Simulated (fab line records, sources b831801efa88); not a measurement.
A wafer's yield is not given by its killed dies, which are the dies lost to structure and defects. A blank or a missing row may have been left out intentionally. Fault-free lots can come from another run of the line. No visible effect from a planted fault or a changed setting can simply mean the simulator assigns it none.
A single fault, viewed from 2 desks	flow sfq line	what lay behind the numbers comes last; until then each desk has only its own

FROM THE METROLOGY DESK
Means of the sampled wafers that have a number, per lot and without regard to the tool the lot ran on: this is what the gauges read. A lot is out of limits, marked OUT, if its mean lies more than 4 standard deviations from the usual mean; the brackets give that distance.
Columns: A = M3_NB_RS at SFQ_M3_RS_MEAS_919, usual 0.893 ohm/sq; B = M3_OVL at SFQ_M3_OVL_MEAS_921, usual 1 nm
lot	first seen here	A	B
L476	day 37 20:29	0.895	5
L477	day 37 22:53	0.907	0
L486	day 38 19:40	0.891	0
L487	day 38 20:52	0.902	1
L489	day 39 00:29	0.895	2
L499	day 45 00:29	0.903	0
Finding of this desk: none of the 6 lots has anything out of limits.

THE TOOL OWNER'S DESK: rie metal-03
The tool's own readings at SFQ_TRILAYER_M3_BARC_OPEN_METAL_ETCH_100 (etches BARC in O2, target depth 125 nm, time 41.7 s): means of the sampled wafers that have a number, for each lot that ran on this tool. A lot is out of limits, marked OUT, if its mean lies more than 4 standard deviations from the usual mean; the brackets give that distance.
Columns: A = drypump motor current A at SFQ_TRILAYER_M3_BARC_OPEN_METAL_ETCH_100, usual 5.50 A; B = oes product au at SFQ_TRILAYER_M3_BARC_OPEN_METAL_ETCH_100, usual 0.685 a.u.
lot	first seen here	A	B
L476	day 42 03:07	5.31	0.684
L487	day 43 06:49	5.33	0.688
L489	day 43 10:25	5.32	0.689
Finding of this desk: none of the 3 lots has anything out of limits.

PUT TOGETHER
From the metrology desk's view, nothing was out of limits.
The tool owner's desk saw nothing out of limits.

WHAT WAS PUT IN BY THE SIMULATOR
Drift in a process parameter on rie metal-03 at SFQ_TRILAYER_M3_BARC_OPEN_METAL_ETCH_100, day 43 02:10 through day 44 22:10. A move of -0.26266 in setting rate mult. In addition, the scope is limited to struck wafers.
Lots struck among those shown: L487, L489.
